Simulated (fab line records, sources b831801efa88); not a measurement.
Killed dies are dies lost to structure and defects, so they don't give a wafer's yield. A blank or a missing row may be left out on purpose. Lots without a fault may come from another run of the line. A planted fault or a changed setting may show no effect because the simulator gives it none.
Which tool did it? | flow gf180mcu | 12 lots, 35 wafers sampled, at 6 steps of a route of 602

WHAT THE GAUGES READ, wafer by wafer
GF_MVPSD_TW_MEAS_11. Usual: MVPSD_TW 548, standard deviation 3.7.
lot  | measured     | on            | MVPSD_TW    | flag
L639 | day 5 00:24  | film_metro-02 | 551 549 549 |
L640 | day 5 06:35  | film_metro-04 | 545 544 543 |
L642 | day 5 19:47  | film_metro-02 | 549 552 549 |
L643 | day 5 23:59  | film_metro-03 | 551 548 550 |
L647 | day 6 23:38  | film_metro-03 | 550 552     |
L649 | day 7 13:59  | film_metro-04 | 542 542 541 |
L654 | day 8 22:14  | film_metro-03 | 553 552 552 |
L656 | day 9 05:44  | film_metro-04 | 545 544 547 |
L658 | day 9 18:55  | film_metro-02 | 546 546 550 |
L659 | day 9 23:13  | film_metro-03 | 548 548 549 |
L660 | day 10 04:29 | film_metro-03 | 554 549 555 |
L662 | day 10 17:48 | film_metro-03 | 549 549 548 |

GF_HV_LDD_OVL_MEAS_32. Usual: HV_LDD_02_OVL 0.2 nm, standard deviation 1.6.
lot  | measured     | on         | HV_LDD_02_OVL (nm) | flag
L639 | day 11 14:01 | overlay-01 | -0.4 1.3 2.6       |
L640 | day 12 01:43 | overlay-02 | -0.7 -1.1 -2.2     |
L642 | day 12 17:58 | overlay-01 | 1.6 0.8 1.5        |
L643 | day 12 18:20 | overlay-01 | 2.5 2.1 1.0        |
L647 | day 14 03:25 | overlay-01 | -1.1 -0.1          |
L649 | day 14 22:07 | overlay-01 | 3.0 1.4 0.4        |
L654 | day 16 10:34 | overlay-01 | 0.6 1.2 0.5        |
L656 | day 17 00:34 | overlay-02 | 2.2 1.7 1.8        |
L658 | day 17 18:31 | overlay-02 | -0.9 -0.6 2.4      |
L659 | day 17 20:25 | overlay-01 | 1.9 2.6 1.6        |
L660 | day 18 07:10 | overlay-01 | -0.2 0.4 -0.9      |
L662 | day 19 02:04 | overlay-02 | -0.9 0.4 -0.6      |

GF_HV_LDD_TW_MEAS_38. Usual: HV_LDD_3_TW 1422, standard deviation 8.1.
lot  | measured     | on            | HV_LDD_3_TW    | flag
L639 | day 11 14:46 | film_metro-02 | 1417 1421 1417 |
L640 | day 12 02:28 | film_metro-04 | 1419 1423 1420 |
L642 | day 12 18:41 | film_metro-03 | 1419 1418 1425 |
L643 | day 12 19:04 | film_metro-02 | 1415 1418 1418 |
L647 | day 14 04:14 | film_metro-02 | 1411 1461      |
L649 | day 14 22:50 | film_metro-02 | 1420 1424 1465 |
L654 | day 16 11:17 | film_metro-03 | 1432 1424 1425 |
L656 | day 17 01:18 | film_metro-02 | 1426 1430 1426 |
L658 | day 17 19:16 | film_metro-04 | 1410 1410 1395 |
L659 | day 17 21:10 | film_metro-04 | 1405 1397 1411 |
L660 | day 18 07:53 | film_metro-03 | 1432 1435 1428 |
L662 | day 19 02:49 | film_metro-02 | 1430 1431 1427 |

GF_HV_LDD_RS_MEAS_53: measures by four-point-probe. Usual: HV_LDD_RS 417.9 ohm/sq, standard deviation 0.92.
lot  | measured     | on            | HV_LDD_RS (ohm/sq) | flag
L639 | day 12 12:01 | film_metro-03 | 417.6 418.7 418.9  |
L640 | day 12 21:23 | film_metro-04 | 417.2 418.3 416.9  |
L642 | day 13 15:14 | film_metro-04 | 417.1 417.3 417.6  |
L643 | day 13 15:56 | film_metro-03 | 418.3 418.0 417.2  |
L647 | day 15 01:22 | film_metro-02 | 418.9 409.8        | OFF
L649 | day 15 20:39 | film_metro-02 | 416.9 419.0 409.0  | OFF
L654 | day 17 10:25 | film_metro-02 | 417.2 418.0 416.4  |
L656 | day 18 00:49 | film_metro-03 | 416.9 417.3 417.5  |
L658 | day 18 19:34 | film_metro-03 | 417.5 416.6 417.4  |
L659 | day 18 21:17 | film_metro-03 | 416.8 418.4 417.9  |
L660 | day 19 08:04 | film_metro-02 | 419.7 419.5 419.2  |
L662 | day 20 03:40 | film_metro-02 | 417.0 416.3 417.7  |

WHICH TOOL RAN EACH LOT (tool, then ch and the chambers of the sampled wafers, then the start)
lot  | GF_HV_LDD_IMPLANT_36            | GF_HV_LDD_STRIP_37
L639 | implanter-03 ch 0, day 11 14:32 | plasma_asher-04 ch 0,1, day 11 14:41
L640 | implanter-03 ch 0, day 12 02:14 | plasma_asher-04 ch 0,1, day 12 02:21
L642 | implanter-02 ch 0, day 12 18:26 | plasma_asher-03 ch 0,1, day 12 18:35
L643 | implanter-03 ch 0, day 12 18:49 | plasma_asher-02 ch 0,1, day 12 18:58
L647 | implanter-03 ch 0, day 14 03:55 | plasma_asher-03 ch 1, day 14 04:03
L649 | implanter-03 ch 0, day 14 22:35 | plasma_asher-04 ch 0,1, day 14 22:44
L654 | implanter-02 ch 0, day 16 11:02 | plasma_asher-02 ch 0,1, day 16 11:11
L656 | implanter-02 ch 0, day 17 01:03 | plasma_asher-04 ch 0,1, day 17 01:12
L658 | implanter-02 ch 0, day 17 19:03 | plasma_asher-03 ch 0,1, day 17 19:11
L659 | implanter-02 ch 0, day 17 20:56 | plasma_asher-03 ch 0,1, day 17 21:05
L660 | implanter-02 ch 0, day 18 07:38 | plasma_asher-02 ch 0,1, day 18 07:47
L662 | implanter-01 ch 0, day 19 02:36 | plasma_asher-03 ch 0,1, day 19 02:44
- GF_HV_LDD_IMPLANT_36
- GF_HV_LDD_STRIP_37: strips in O2/N2.

WHAT THE TOOLS THEMSELVES READ (means of the sampled wafers that have a number; where no wafer has one, the mark that the record gives instead)
GF_HV_LDD_IMPLANT_36. Usual: beam_on_s 9.99 s, standard deviation 0.21; dose_ions_cm2 7.499e+12, standard deviation 8e+09; faraday_current_uA 42.4, standard deviation 0.85; rotation_deg 270.00 degrees, standard deviation 0.063.
lot  | tool         | beam_on_s (s) | dose_ions_cm2 | faraday_current_uA | rotation_deg (degrees) | flag
L639 | implanter-03 | 9.81          | 7.492e+12     | 43.1               | 270.05                 |
L640 | implanter-03 | 9.81          | 7.505e+12     | 43.0               | 270.01                 |
L642 | implanter-02 | 10.10         | 7.507e+12     | 41.8               | 270.07                 |
L643 | implanter-03 | 10.01         | 7.496e+12     | 42.3               | 270.05                 |
L647 | implanter-03 | 11.94         | 7.501e+12     | 36.5               | 270.03                 | OFF
L649 | implanter-03 | 11.38         | 7.490e+12     | 38.5               | 269.94                 | OFF
L654 | implanter-02 | 10.13         | 7.505e+12     | 41.8               | 270.05                 |
L656 | implanter-02 | 10.10         | 7.490e+12     | 41.9               | 270.04                 |
L658 | implanter-02 | 10.13         | 7.500e+12     | 41.8               | 270.02                 |
L659 | implanter-02 | 9.84          | 7.491e+12     | 43.1               | 270.02                 |
L660 | implanter-02 | 9.93          | 7.502e+12     | 42.5               | 270.04                 |
L662 | implanter-01 | 9.96          | 7.499e+12     | 42.6               | 269.97                 |

GF_HV_LDD_STRIP_37. Usual: drypump_motor_current_A 5.8 A, standard deviation 0.49; heater_power_w 330 W, standard deviation 44; n2_flow_sccm 299.9 sccm, standard deviation 0.87; oes_product_au 0.716 a.u., standard deviation 0.0045; strip_time_to_endpoint_s 12.624 s, standard deviation 0.028.
lot  | tool            | drypump_motor_current_A (A) | heater_power_w (W) | n2_flow_sccm (sccm) | oes_product_au (a.u.) | strip_time_to_endpoint_s (s) | flag
L639 | plasma_asher-04 | 5.3                         | 287                | 299.9               | 0.716                 | 12.610                       |
L640 | plasma_asher-04 | 5.4                         | 284                | 300.1               | 0.718                 | 12.621                       |
L642 | plasma_asher-03 | 5.8                         | 342                | 299.9               | 0.718                 | 12.615                       |
L643 | plasma_asher-02 | 5.9                         | 348                | 300.0               | 0.717                 | 12.647                       |
L647 | plasma_asher-03 | 5.5                         | 320                | 301.2               | 0.719                 | 12.627                       |
L649 | plasma_asher-04 | 5.3                         | 284                | 299.0               | 0.714                 | 12.627                       |
L654 | plasma_asher-02 | 6.1                         | 369                | 300.2               | 0.720                 | 12.614                       |
L656 | plasma_asher-04 | 5.4                         | 286                | 300.0               | 0.715                 | 12.605                       |
L658 | plasma_asher-03 | 5.8                         | 339                | 300.1               | 0.715                 | 12.650                       |
L659 | plasma_asher-03 | 5.8                         | 346                | 299.0               | 0.716                 | 12.618                       |
L660 | plasma_asher-02 | 6.1                         | 372                | 299.1               | 0.717                 | 12.617                       |
L662 | plasma_asher-03 | 5.8                         | 338                | 300.5               | 0.714                 | 12.564                       |

THE ANSWER, worked out from the rows above alone
Rule: a lot is off if the mean of its wafers that have a number lies more than 3 standard deviations from the usual mean. A lot without any number at a reading at which 4 lots or more have one is off too. The other lots that the step has rows for count as sound. The gauges are gone through in route order, then the tools' own readings, and for those a lot's mean is taken as printed above. The first step at which some lot is off is used, and at that step the reading that is off furthest; a lot without a number counts as furthest.
Off: L647, L649, at GF_HV_LDD_RS_MEAS_53 (HV_LDD_RS).
A tool fits if, at a process step before that reading, it ran every lot that is off, and no sound lot after the first of them. The gauges at GF_HV_LDD_RS_MEAS_53 aren't tried: what is off there is off at GF_HV_LDD_IMPLANT_36 too, on other tools, and a gauge's error can't cause that. One fits: implanter-03 at GF_HV_LDD_IMPLANT_36. Its last sound lot is L643 (day 12 18:49), its first lot that is off L647 (day 14 03:55): a fault that began between those two fits.
The tool's own readings at GF_HV_LDD_IMPLANT_36 bear it out: on the lots that are off they differ by more than 5 times the standard deviation of the sound lots' means. beam_on_s reads 11.66 s there against 9.98 s on the sound lots; faraday_current_uA reads 37.5 there against 42.4 on the sound lots.

WHAT THE SIMULATOR HAD PUT IN
Process parameter drift: implanter-03, from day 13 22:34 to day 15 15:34, at GF_HV_LDD_IMPLANT_36. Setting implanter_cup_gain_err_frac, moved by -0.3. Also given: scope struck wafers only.
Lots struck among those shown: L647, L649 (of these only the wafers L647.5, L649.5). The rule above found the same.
